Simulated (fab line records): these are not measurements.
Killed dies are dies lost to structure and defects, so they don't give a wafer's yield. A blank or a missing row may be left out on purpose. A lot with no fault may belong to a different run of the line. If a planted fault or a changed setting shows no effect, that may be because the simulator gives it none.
Problem report, 8D (eight disciplines) form, completed by code ; flow sky130 ; the parts of the form that need people (team, actions taken, sign-off) are left out

## 1. THE ISSUE
Across 6 wafers from 2 lots, SONOS_ONO_CVD_02_THK at SKY_SONOS_ONO_THK_MEAS_03 averages 11.09 nm, while fault-free wafers read 10.45 nm with a standard deviation of 0.13. That puts it +4.9 standard deviations away from the usual mean.
First seen on wafer L853.3, day 14 09:02, on film-metro-03. At this step, 39 wafers from 13 lots have a number in the record. Rule for "out", or "out of limits": more than 4 standard deviations from the usual mean. The other wafers with a number count as sound.

## 2. WHAT IT IS; WHAT IT IS NOT
question;is;is not
which readings at this step;SONOS_ONO_CVD_02_THK;-
which lots;L853, L854;L845, L846, L847, L849, L850, L851, L852, L864, L865, L866, L867
which wafers of those lots;all that have a number;-
read on which gauges;film-metro-03, film-metro-04;film-metro-01
when;from day 14 09:02;"up to then (21 sound wafers); but 12 sound wafers of L864, L865, L866, L867 came after"

## 3. SUSPECTS, AND WHAT RULES EACH OUT
Counting: a tool at any process step up to the reading remains a suspect when it ran all the lots that are out and ran no sound lot after the first of those.
- ruled out: the gauge at SKY_SONOS_ONO_THK_MEAS_03. 2 gauges (film-metro-03, film-metro-04) read the wafers that are out.
- lpcvd-02 at SKY_SONOS_ONO_CVD_02 (deposits Si3N4 from DCS/NH3, target thk 10.5 nm, time 180 s): ruled out as a lasting fault. After its first lot that is out, L853 (day 14 07:58), sound lots L864, L865, L866, L867 ran on it.
Left after counting: nothing in the record.

## 4. THE CAUSE (what the simulator had put in)
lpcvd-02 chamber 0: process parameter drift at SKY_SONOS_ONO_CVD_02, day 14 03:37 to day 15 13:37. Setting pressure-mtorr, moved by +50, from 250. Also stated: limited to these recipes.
Counting ruled it out, wrongly: the rule takes a fault to strike every lot that its tool runs from its start on, and this one did not.

## 5. THE EFFECT CHAIN, in route order
One row per reading whose mean, taken over the struck wafers that have a number, lies over 3 standard deviations from the usual. Scope: only readings with a usual standard deviation given in the record; hours: median across lots of the time from each lot's start at the first step in this table that gives one to its start at this step; sigmas: change in usual standard deviations.
hours;step;reading;usual;on struck wafers;change;sigmas
0;SKY_SONOS_ONO_CVD_02;pressure-mtorr;250.0 mTorr;300.1;+50.1;+93
1;SKY_SONOS_ONO_THK_MEAS_03;SONOS_ONO_CVD_02_THK;10.45 nm;11.09;+0.64;+4.9
Here are the process steps it includes:
- SKY_SONOS_ONO_CVD_02: deposits Si3N4 from DCS/NH3, target thk 10.5 nm, time 180 s.
At these later measuring or inspecting steps, every struck wafer for which the step has a row has a number for every such reading, and none has moved that far: SKY_LI_CONTACT_THK_MEAS_23, SKY_METAL1_CD_MEAS_15.

## 6. HOW IT WOULD HAVE BEEN CAUGHT EARLIER
The first out-of-limits reading at a measuring or inspecting step in this record came at day 14 09:02, 5 hours after the fault's start at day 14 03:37.
Tool's own readings at SKY_SONOS_ONO_CVD_02, pressure-mtorr: out on all struck wafers the step has rows for; an alarm limit on them would have tripped on the first.
